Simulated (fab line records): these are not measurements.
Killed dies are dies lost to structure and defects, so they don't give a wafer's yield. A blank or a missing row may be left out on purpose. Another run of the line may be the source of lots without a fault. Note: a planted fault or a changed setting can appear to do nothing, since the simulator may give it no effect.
A lot that was struck, set against a sound lot ; flow sky130 ; 15 out of 708 route steps
Sound: these wafers, L744.4, L744.5, L744.6. Wafers struck: L753.1, L753.3, L753.4. At the end, the cause is stated.
Order at every step that has rows: each side's tool, ch and its chambers, its first start. Under that, the readings that differ: sound wafers ; struck wafers ; difference of the means ; sigmas: that difference in standard deviations of wafers without a fault.
alike: a reading whose means differ by less than 2 such deviations, as well as words and numbers matching on both sides. not compared: withheld readings; readings where some wafer has no value; bounds like >300 that might hide an equal value; numbers whose values overlap and for which the record gives no deviation.
The two part at a step that has a row with sigmas, a row that says differs or no value, or rows on one side only. When numbers do not overlap yet have no deviation, they are printed without sigmas and do not part them. Lack of a reading on every wafer of one side parts them only where that side has two or more wafers.

first, 5 steps without rows for these wafers: SKY_VT_ADJUST_LVTN_COAT_02 (resist thk 3000 nm); SKY_VT_ADJUST_LVTN_SOFTBAKE_03; SKY_VT_ADJUST_LVTN_EXPOSE_04 (exposes mask NWM COMPLEMENT LESS NATIVE, target cd 840 nm); SKY_VT_ADJUST_LVTN_PEB_05; SKY_VT_ADJUST_LVTN_DEVELOP_06 (develop time 60 s).
SKY_VT_ADJUST_LVTN_OVL_MEAS_07:
  sound on overlay-01, day 8 22:58; struck on overlay-01, day 11 11:17
  alike: VT_ADJUST_LVTN_OVL
then, 1 step without rows for these wafers: SKY_VT_ADJUST_LVTN_IMPLANT_08.
SKY_VT_ADJUST_LVTN_STRIP_09: strips in O2/N2.
  sound on plasma_asher-02 ch 0,1, day 8 23:10; struck on plasma_asher-02 ch 0,1, day 11 11:28
  alike: drypump_motor_current_A, o2_flow_sccm, oes_product_au, strip_time_to_endpoint_s
  not compared: rf_hours_counter_h
SKY_VT_ADJUST_LVTN_TW_MEAS_10:
  sound on film_metro-01, day 8 23:16; struck on film_metro-02, day 11 11:34
  alike: VT_ADJUST_LVTN_TW
then, 3 steps without rows for these wafers: SKY_VT_ADJUST_LVTN_DEHYDRATE_11 (time 60 s); SKY_VT_ADJUST_LVTN_HMDS_12 (prime time 60 s); SKY_VT_ADJUST_LVTN_COAT_13 (resist thk 1140 nm).
SKY_VT_ADJUST_LVTN_SOFTBAKE_14: time 60 s.
  sound on litho_track-01 ch 0, day 9 10:22; struck on litho_track-03 ch 0, day 11 23:05
reading;sound;struck;difference;sigmas
run_length_s (s);89.21 89.39 89.22;96.95 96.69 96.81;+7.54;+58
  alike: chill_plate_temp_C, exhaust_pa
then, 1 step without rows for these wafers: SKY_VT_ADJUST_LVTN_EXPOSE_15 (exposes mask HVN STD DERIVED, target cd 600 nm).
-- a jump in the record: the struck wafers' starts before and after are 38 days apart (it breaks off in module VT_ADJUST_LVTN and resumes in module PAD_OPEN, where the first step shown is number 708 of the route) --
SKY_PAD_OPEN_PROBE_99:
  sound on prober-02, day 47 19:03; struck on prober-01, day 49 18:35
  alike: killed_at_M0_to_M3, killed_at_M4_up, killed_at_contacts, killed_at_front_end, killed_at_other, killed_dies, killed_open, killed_short

== WHERE THEY PART ==
SKY_VT_ADJUST_LVTN_SOFTBAKE_14 only, going by this record. Later steps at which nothing parts them and some readings are alike: SKY_PAD_OPEN_PROBE_99.

WHY: whatever the simulator had introduced
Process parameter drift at SKY_VT_ADJUST_LVTN_SOFTBAKE_14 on litho_track-03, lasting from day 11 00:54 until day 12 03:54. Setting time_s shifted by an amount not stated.
